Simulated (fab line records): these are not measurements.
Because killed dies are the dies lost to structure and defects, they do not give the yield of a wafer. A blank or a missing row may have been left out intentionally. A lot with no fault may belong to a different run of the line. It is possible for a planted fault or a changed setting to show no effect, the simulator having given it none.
Chamber matching	flow sky130	SKY_CONTACT_ETCH_16 on rieDiel-02 has 4 sister chambers
The step etches BARC in N2/H2, stops on SiO2, time 45.9 s, target depth 60 nm. 8 wafers are shown with their chamber, then 9 later ones without.

== WAFERS, EACH WITH ITS CHAMBER ==
wafer	chamber	drypumpMotorCurrentA (A)	throttleValvePct (%)
L074.4	1	6.2	13.235
L075.4	1	6.1	13.214
L079.4	3	6.4	13.221
L078.5	0	5.6	13.215
L078.6	3	6.4	13.226
L082.1	0	5.6	13.224
L082.2	2	5.9	13.237
L082.4	2	6.0	13.234

== WAFERS WITHOUT THEIR CHAMBER ==
wafer	drypumpMotorCurrentA (A)	throttleValvePct (%)
L085.1	5.6	13.216
L085.4	6.4	13.214
L085.5	5.9	13.231
L087.1	6.1	13.237
L087.2	5.9	13.223
L087.5	5.7	13.227
L092.2	5.6	13.232
L092.4	5.9	13.215
L092.5	6.5	13.226

== WHICH CHAMBER EACH WENT THROUGH ==
wafer	from the rows above	in truth
L085.1	0	0
L085.4	3	3
L085.5	2	2
L087.1	can't be placed: 1 or 2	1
L087.2	2	2
L087.5	0	0
L092.2	0	0
L092.4	2	2
L092.5	3	3
Correctly placed: 8 of 9. Cannot be placed on the basis of these rows: 1; the candidates contain the true chamber in 1. Placed wrongly: 0.
How it was worked out, from the rows above alone: a wafer's distance from a chamber is the root of the sum, over the readings, of the square of ((its reading less the chamber's mean) divided by the reading's scatter). The wafer belongs to the nearest chamber; if the next one is less than 2 further off, it can't be placed. Each chamber's mean is taken over the wafers shown for it. The scatter: take each reading less its chamber's mean, square it, sum over the shown wafers, divide by the number of wafers less the number of chambers, and take the root.
